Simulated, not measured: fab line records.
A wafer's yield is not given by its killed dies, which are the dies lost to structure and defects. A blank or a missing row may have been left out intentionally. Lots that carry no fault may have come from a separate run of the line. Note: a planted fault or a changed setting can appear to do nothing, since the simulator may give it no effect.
Struck lot and sound lot, side by side | flow sky130 | 17 out of 708 route steps
Sound: wafers L278.1, L278.2, L278.4. Struck: wafer L284.2. The cause is named last.
Each step with rows lists, per side, the tool, then ch with its chambers, then its first start. Under that, the readings that differ: sound wafers | struck wafers | difference of the means | sigmas: that difference in standard deviations of wafers without a fault.
alike: same words and numbers on both sides, and readings whose means sit less than 2 such deviations apart. not compared: any withheld reading, any reading some wafer has no value for, any bound like >300 that may hide the same value, and any number with overlapping values for which the record gives no deviation.
Wherever a step has rows on one side only, a row that says differs or no value, or a row with sigmas, the two part there. When numbers do not overlap yet have no deviation, they are printed without sigmas and do not part them. A reading missing from all wafers of one side parts the sides only when that side holds two or more wafers.

first, 5 steps without rows for these wafers: SKY_SD_N_COAT_02 (resist thk 1140 nm); SKY_SD_N_SOFTBAKE_03 (time 60 s); SKY_SD_N_EXPOSE_04 (exposes mask NSDM, target cd 380 nm); SKY_SD_N_PEB_05; SKY_SD_N_DEVELOP_06 (develop time 60 s).
SKY_SD_N_CD_MEAS_07: the cd target is 380 nm.
  sound on cd_sem-02, day 27 21:11; struck on cd_sem-01, day 30 05:01
  alike: cd_nm
SKY_SD_N_OVL_MEAS_08:
  sound on overlay-02, day 27 21:19; struck on overlay-02, day 30 05:07
  alike: SD_N_OVL
then, 2 steps without rows for these wafers: SKY_SD_N_IMPLANT_09; SKY_SD_N_IMPLANT_10.
SKY_SD_N_STRIP_11: strips in O2/N2.
  sound on plasma_asher-04 ch 0,1, day 27 21:39; struck on plasma_asher-01 ch 1, day 30 05:26
  reading                     | sound             | struck | difference | sigmas
  drypump_motor_current_A (A) | 4.99 5.45 5.44    | 5.85   | +0.56      | +2
  oes_product_au (a.u.)       | 0.537 0.523 0.534 | 0.521  | -0.010     | -2
  alike: strip_time_to_endpoint_s
  not compared: rf_hours_counter_h
SKY_SD_N_TW_MEAS_12:
  sound on film_metro-01, day 27 21:45; struck on film_metro-04, day 30 05:33
  alike: SD_N_TW
then, 1 step without rows for these wafers: SKY_SD_N_CLEAN_13 (cleans in SC1/SC2, time 150 s).
SKY_SD_N_RTA_14: time 2 s.
  sound on rtp_anneal-01 ch 0, day 27 21:52; struck on rtp_anneal-01 ch 0, day 30 05:40
  reading          | sound                | struck | difference | sigmas
  wafer_temp_C_max | 1077.4 1078.2 1075.6 | 1083.7 | +6.6       | +5
  alike: lamp_power_pct, ramp_up_c_per_s
SKY_SD_N_RS_MEAS_16: the measuring method here is four-point-probe.
  sound on film_metro-02, day 27 22:02; struck on film_metro-01, day 30 05:50
  reading          | sound             | struck | difference | sigmas
  SD_N_RS (ohm/sq) | 68.69 68.66 68.60 | 67.72  | -0.93      | -9
SKY_SD_N_RS_MEAS_17: the measuring method here is four-point-probe.
  sound on film_metro-02, day 27 22:09; struck on film_metro-01, day 30 05:58
  reading          | sound             | struck | difference | sigmas
  SD_P_RS (ohm/sq) | 147.4 147.2 147.4 | 143.1  | -4.2       | -13
SKY_SD_N_RS_MEAS_18: the measuring method here is four-point-probe.
  sound on film_metro-02, day 27 22:16; struck on film_metro-01, day 30 06:05
  alike: RES_XHIGH_RS
-- a jump in the record: the struck wafers' starts before and after are 17 days apart (it breaks off in module SD_N and resumes in module PAD_OPEN, where the first step shown is number 708 of the route) --
SKY_PAD_OPEN_PROBE_99:
  sound on prober-01, day 45 18:53; struck on prober-01, day 47 12:22
  reading                             | sound             | struck | difference | sigmas
  model.etest.res_high_po.line_ohm_um | 784.1 777.5 767.8 | 721.4  | -55.1      |
  model.etest.licon_high_po.rc_ohm    | 364.9 359.8 367.9 | 351.6  | -12.6      |
  model.etest.res_high_po.rs_ohm_sq   | 271.4 273.8 271.1 | 255.2  | -16.9      |
  model.etest.res_pdiff_hv.rs_ohm_sq  | 191.6 193.1 194.3 | 187.6  | -5.4       |
  model.etest.res_pdiff.rs_ohm_sq     | 198.1 199.6 201.6 | 192.7  | -7.1       |
  alike: killed_at_M0_to_M3, killed_at_M4_up, killed_at_contacts, killed_at_front_end, killed_at_other, killed_dies, killed_open, killed_short

== WHERE THEY PART ==
Last at SKY_SD_N_RS_MEAS_17 as far as this record goes, first at SKY_SD_N_STRIP_11. Later steps at which nothing parts them and some readings are alike: SKY_SD_N_RS_MEAS_18, SKY_PAD_OPEN_PROBE_99.

WHY: what the simulator had put in
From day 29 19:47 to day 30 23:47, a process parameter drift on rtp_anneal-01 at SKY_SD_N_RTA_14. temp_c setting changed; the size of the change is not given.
